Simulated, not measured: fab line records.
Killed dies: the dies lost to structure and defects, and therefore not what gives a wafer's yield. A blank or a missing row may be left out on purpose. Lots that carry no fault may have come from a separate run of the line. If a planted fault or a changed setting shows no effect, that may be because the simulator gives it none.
The tool behind it: which one? | flow sky130 | 36 wafers from 12 lots sampled at 5 of the route's 708 steps

WHAT THE GAUGES SHOWED, per wafer
No reading from a measuring or inspecting step in the record can be judged against a usual standard deviation.

TOOL THAT RAN EACH LOT (tool first, then ch and the chambers of the sampled wafers, then the start)
lot  | SKY_VIA3_ETCH_15                  | SKY_VIA4_SPUTTER_17         | SKY_METAL5_DESCUM_14             | SKY_PASSIVATION_CVD_02          | SKY_PAD_OPEN_PROBE_99
L416 | rieDiel-02 ch 0,3, day 39 13:44   | pvdSputter-01, day 42 16:46 | rieMetal-01 ch 0,1, day 43 17:37 | pecvd-04 ch 0,2, day 43 18:33   | prober-01, day 45 16:39
L417 | rieDiel-04 ch 0,1,2, day 39 16:41 | pvdSputter-03, day 42 21:16 | rieMetal-01 ch 0,1, day 43 21:59 | pecvd-01 ch 1,2, day 43 23:01   | prober-02, day 45 21:01
L418 | rieDiel-03 ch 1,2,3, day 39 17:37 | pvdSputter-03, day 42 22:04 | rieMetal-04 ch 0,1, day 43 22:17 | pecvd-04 ch 1,2, day 43 23:14   | prober-01, day 45 21:10
L424 | rieDiel-03 ch 0,2, day 43 11:35   | pvdSputter-01, day 46 07:40 | rieMetal-02 ch 0,1, day 47 03:46 | pecvd-03 ch 1,2, day 47 04:43   | prober-02, day 48 22:30
L423 | rieDiel-03 ch 0,1,3, day 43 15:37 | pvdSputter-03, day 46 12:34 | rieMetal-01 ch 0, day 47 08:31   | pecvd-04 ch 0,1,2, day 47 09:43 | prober-01, day 49 03:37
L428 | rieDiel-02 ch 0,1,2, day 43 19:10 | pvdSputter-02, day 46 15:08 | rieMetal-02 ch 0,1, day 47 11:43 | pecvd-03 ch 0,1,2, day 47 12:40 | prober-02, day 49 08:07
L430 | rieDiel-04 ch 0,1,3, day 43 19:26 | pvdSputter-01, day 46 15:25 | rieMetal-04 ch 0,1, day 47 12:04 | pecvd-04 ch 1,2, day 47 13:03   | prober-02, day 49 08:25
L432 | rieDiel-02 ch 0,1,2, day 44 06:28 | pvdSputter-03, day 47 01:58 | rieMetal-04 ch 0,1, day 47 22:28 | pecvd-01 ch 0,1,2, day 47 23:30 | prober-01, day 49 16:27
L434 | rieDiel-02 ch 0,1, day 44 08:59   | pvdSputter-03, day 47 03:46 | rieMetal-04 ch 0,1, day 47 23:55 | pecvd-04 ch 1,2, day 48 01:31   | prober-01, day 49 19:27
L436 | rieDiel-04 ch 1,2,3, day 44 22:01 | pvdSputter-01, day 47 17:16 | rieMetal-01 ch 0,1, day 48 14:17 | pecvd-04 ch 0,1,2, day 48 15:14 | prober-01, day 50 05:19
L438 | rieDiel-02 ch 0,2,3, day 46 11:07 | pvdSputter-02, day 49 01:19 | rieMetal-01 ch 0,1, day 49 19:37 | pecvd-01 ch 1,2, day 49 20:33   | prober-02, day 51 05:44
L439 | rieDiel-02 ch 0,1,2, day 46 12:04 | pvdSputter-02, day 49 02:26 | rieMetal-01 ch 0,1, day 49 20:43 | pecvd-03 ch 0,1,2, day 49 21:39 | prober-01, day 51 07:02
- SKY_VIA3_ETCH_15: etches SiO2 in C4F8/O2/Ar, stops on TiN, target depth 507 nm, time 78 s.
- SKY_VIA4_SPUTTER_17: material TiN, target thk 20 nm, time 80 s.
- SKY_METAL5_DESCUM_14: chemistry O2, time 11 s.
- SKY_PASSIVATION_CVD_02: deposits Si3N4, target thk 540 nm.
- SKY_PAD_OPEN_PROBE_99

AS READ BY THE TOOLS THEMSELVES (means over the sampled wafers that have a number; for cases with no such wafer, the mark the record gives instead)
SKY_VIA3_ETCH_15.
lot  | tool       | oesProductAu (a.u.)
L416 | rieDiel-02 | 0.942
L417 | rieDiel-04 | 0.944
L418 | rieDiel-03 | 0.944
L424 | rieDiel-03 | 0.946
L423 | rieDiel-03 | 0.949
L428 | rieDiel-02 | 0.947
L430 | rieDiel-04 | 0.947
L432 | rieDiel-02 | 0.948
L434 | rieDiel-02 | 0.945
L436 | rieDiel-04 | 0.945
L438 | rieDiel-02 | 0.946
L439 | rieDiel-02 | 0.946

SKY_VIA4_SPUTTER_17.
lot  | tool          | throttleValvePct (%)
L416 | pvdSputter-01 | 29.7
L417 | pvdSputter-03 | 30.6
L418 | pvdSputter-03 | 31.1
L424 | pvdSputter-01 | 30.4
L423 | pvdSputter-03 | 30.7
L428 | pvdSputter-02 | 28.9
L430 | pvdSputter-01 | 30.4
L432 | pvdSputter-03 | 31.1
L434 | pvdSputter-03 | 30.7
L436 | pvdSputter-01 | 29.8
L438 | pvdSputter-02 | 28.8
L439 | pvdSputter-02 | 29.2

SKY_METAL5_DESCUM_14.
lot  | tool        | drypumpMotorCurrentA (A) | oesProductAu (a.u.) | tempC (C)
L416 | rieMetal-01 | 5.5                      | 0.990               | 39.90
L417 | rieMetal-01 | 5.5                      | 0.992               | 39.97
L418 | rieMetal-04 | 5.6                      | 0.986               | 40.13
L424 | rieMetal-02 | 5.8                      | 0.998               | 40.04
L423 | rieMetal-01 | 6.7                      | 0.996               | 40.00
L428 | rieMetal-02 | 6.2                      | 0.993               | 40.06
L430 | rieMetal-04 | 5.2                      | 1.005               | 40.07
L432 | rieMetal-04 | 5.2                      | 1.002               | 40.09
L434 | rieMetal-04 | 5.6                      | 0.994               | 39.97
L436 | rieMetal-01 | 6.1                      | 0.984               | 39.96
L438 | rieMetal-01 | 6.1                      | 0.989               | 39.99
L439 | rieMetal-01 | 5.4                      | 0.982               | 40.04

SKY_PASSIVATION_CVD_02.
lot  | tool     | heaterPowerW (W)
L416 | pecvd-04 | 664
L417 | pecvd-01 | 715
L418 | pecvd-04 | 617
L424 | pecvd-03 | 732
L423 | pecvd-04 | 622
L428 | pecvd-03 | 735
L430 | pecvd-04 | 594
L432 | pecvd-01 | 762
L434 | pecvd-04 | 610
L436 | pecvd-04 | 605
L438 | pecvd-01 | 736
L439 | pecvd-03 | 729

SKY_PAD_OPEN_PROBE_99.
lot  | tool      | defectLimitedYield (%) | killed_at_M0_to_M3 | killed_at_M4_up | killedAtContacts | killedAtFrontEnd | killedAtOther | killedDies | killedOpen | killedShort | sort_bin_3_pad_short (%) | sort_bin_5_function (%) | sort_bin_6_memory (%) | sort_bin_8_speed (%) | sortNPass | sortYieldPct (%)
L416 | prober-01 | 80.3                   | 42                 | 3.3             | 34               | 17               | 0.3           | 97         | 54         | 43          | 0.9                      | 11.5                    | 7.3                   | 0.14                 | 394       | 80.2
L417 | prober-02 | 83.2                   | 39                 | 5.3             | 23               | 16               | 0.3           | 83         | 42         | 40          | 0.9                      | 10.0                    | 5.9                   | 0.00                 | 409       | 83.2
L418 | prober-01 | 81.4                   | 46                 | 5.7             | 21               | 18               | 0.7           | 91         | 45         | 46          | 0.8                      | 11.3                    | 6.5                   | 0.00                 | 401       | 81.4
L424 | prober-02 | 74.2                   | 83                 | 2.7             | 25               | 16               | 0.3           | 127        | 46         | 34          | 2.8                      | 16.1                    | 6.9                   | 0.00                 | 365       | 74.2
L423 | prober-01 | 75.5                   | 88                 | 3.3             | 19               | 11               | 0.0           | 121        | 37         | 36          | 2.3                      | 15.5                    | 6.6                   | 0.00                 | 371       | 75.5
L428 | prober-02 | 83.3                   | 40                 | 2.0             | 21               | 18               | 1.0           | 82         | 43         | 39          | 1.1                      | 9.8                     | 5.8                   | 0.00                 | 410       | 83.3
L430 | prober-02 | 84.5                   | 34                 | 2.0             | 26               | 14               | 0.3           | 76         | 42         | 34          | 0.7                      | 8.7                     | 6.0                   | 0.00                 | 416       | 84.5
L432 | prober-01 | 81.3                   | 51                 | 3.7             | 25               | 13               | 0.0           | 92         | 51         | 40          | 0.8                      | 11.7                    | 6.2                   | 0.00                 | 400       | 81.3
L434 | prober-01 | 84.5                   | 38                 | 1.0             | 23               | 14               | 0.3           | 76         | 44         | 32          | 0.7                      | 8.8                     | 6.0                   | 0.00                 | 416       | 84.5
L436 | prober-01 | 81.7                   | 45                 | 2.7             | 28               | 15               | 0.0           | 90         | 53         | 37          | 0.4                      | 11.2                    | 6.7                   | 0.00                 | 402       | 81.7
L438 | prober-02 | 85.0                   | 40                 | 2.0             | 15               | 16               | 0.5           | 74         | 38         | 34          | 0.6                      | 8.8                     | 5.6                   | 0.00                 | 418       | 85.0
L439 | prober-01 | 80.8                   | 48                 | 2.0             | 25               | 20               | 0.0           | 95         | 46         | 47          | 1.1                      | 11.1                    | 7.0                   | 0.00                 | 397       | 80.8

THE ANSWER, worked out from the rows above alone
Rule: usual is defined by the lots themselves. The widest of any qualifying gaps counts: lots, ordered by their means at a reading, are off when they make up no more than a third of the lots, leave a main group of 4 or more, and stand apart from it by 3 or more times the standard deviation of that group's means. Not used: any main group whose means are identical at the precision the tables above print for the reading. Also off: a lot with no number at a reading for which 4 or more lots have one. Any other lot the step has rows for is counted as sound. First the gauges in route order, then the tools' own readings, where a lot's mean is used as printed above. At the first step where some lot is off, the reading lying furthest off is the one used; lots without a number count as furthest.
Off at SKY_PAD_OPEN_PROBE_99 (killed_at_M0_to_M3): L424, L423. For the main group the mean is 42 and the standard deviation 4.9.
If a tool, at that step or one of the process steps before it, ran each lot that is off and ran no sound lot following the first of them, it fits. One fits: rieDiel-03 at SKY_VIA3_ETCH_15. A fault onset in the window from L418 (day 39 17:37, its last sound lot) to L424 (day 43 11:35, its first lot off) fits.

WHAT WAS PUT IN BY THE SIMULATOR
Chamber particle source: rieDiel-03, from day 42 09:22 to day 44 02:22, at SKY_VIA3_ETCH_15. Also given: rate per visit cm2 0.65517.
Shown lots that were struck: L424, L423. The rule above reached the same finding.
